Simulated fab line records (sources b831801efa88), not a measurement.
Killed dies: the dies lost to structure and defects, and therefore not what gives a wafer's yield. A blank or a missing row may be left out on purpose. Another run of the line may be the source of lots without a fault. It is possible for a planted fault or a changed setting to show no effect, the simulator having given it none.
Code-filled problem report in 8D (eight disciplines) form + flow sky130 + the parts of the form that need people (team, actions taken, sign-off) are left out

## 1. THE PROBLEM
oes product au at SKY_METAL3_METAL_ETCH_18 reads a mean of 0.756 a.u. on 6 wafers of 2 lots; wafers without a fault read 0.868 a.u. with a standard deviation of 0.0063. Measured from the usual mean, that is -18 standard deviations.
The step: etches the open film in Cl2/BCl3, stops on SiO2, target depth 845 nm, time 183.1 s.
Seen first at day 41 03:14 on rie metal-04, wafer L820.3. The record has a number at this step for 33 wafers belonging to 11 lots. Rule for "out", or "out of limits": more than 4 standard deviations from the usual mean. The rest of the wafers with a number are treated as sound.

## 2. WHAT IT IS, WHAT IT ISN'T
| question                    | is                         | is not                                                                    |
|-----------------------------|----------------------------|---------------------------------------------------------------------------|
| which readings at this step | oes product au             | drypump motor current A, throttle valve pct                               |
| which lots                  | L820, L821                 | L811, L812, L813, L815, L816, L818, L819, L824, L834                      |
| which wafers of those lots  | all that have a number     | -                                                                         |
| read on which tools         | rie metal-03, rie metal-04 | rie metal-02                                                              |
| when                        | from day 41 03:14          | up to then (21 sound wafers); but 6 sound wafers of L824, L834 came after |

## 3. SUSPECTS, AND WHAT RULES EACH OUT
Counting: a tool at any process step up to the reading remains a suspect when it ran all the lots that are out and ran no sound lot after the first of those.
- pvd sputter-01 at SKY_METAL3_SPUTTER_02 (material AlCu, target thk 735 nm, time 39.1 s): kept. It processed each lot that is out, first L820 at day 39 01:17, and no sound lot thereafter; up to then, the last sound lot it processed was L819 at day 38 23:44.
After counting, what remains is pvd sputter-01 at SKY_METAL3_SPUTTER_02.

## 4. THE CAUSE (what the simulator had put in)
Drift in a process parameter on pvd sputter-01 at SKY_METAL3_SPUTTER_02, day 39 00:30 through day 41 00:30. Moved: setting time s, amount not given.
Counting left only this tool.

## 5. THE CHAIN OF EFFECTS, in route order
One row per reading whose mean, taken over the struck wafers that have a number, lies over 3 standard deviations from the usual. Readings are gone through only where the record gives a usual standard deviation; hours: the median, over the lots, of the time from a lot's start at the first step in this table giving one to that lot's start at this step; sigmas: the change measured in usual standard deviations.
| hours | step                     | reading        | usual      | on struck wafers | change | sigmas |
|-------|--------------------------|----------------|------------|------------------|--------|--------|
| 0     | SKY_METAL3_METAL_ETCH_18 | oes product au | 0.868 a.u. | 0.756            | -0.112 | -18    |
It contains these process steps:
- SKY_METAL3_METAL_ETCH_18: etches the open film in Cl2/BCl3, stops on SiO2, target depth 845 nm, time 183.1 s.

## 6. WHAT WOULD HAVE CAUGHT IT SOONER
51 hours passed between the start of the fault at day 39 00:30 and the first reading out of limits in this record, taken at day 41 03:14.
Of the tool readings at SKY_METAL3_SPUTTER_02 for which the record gives a usual standard deviation, none was out on any struck wafer, so an alarm limit of 4 standard deviations on them would not have fired.
Lots out: 2; all had begun SKY_METAL3_SPUTTER_02 on pvd sputter-01 by day 41 03:14. None of them would have been spared by holding the tool at that moment.
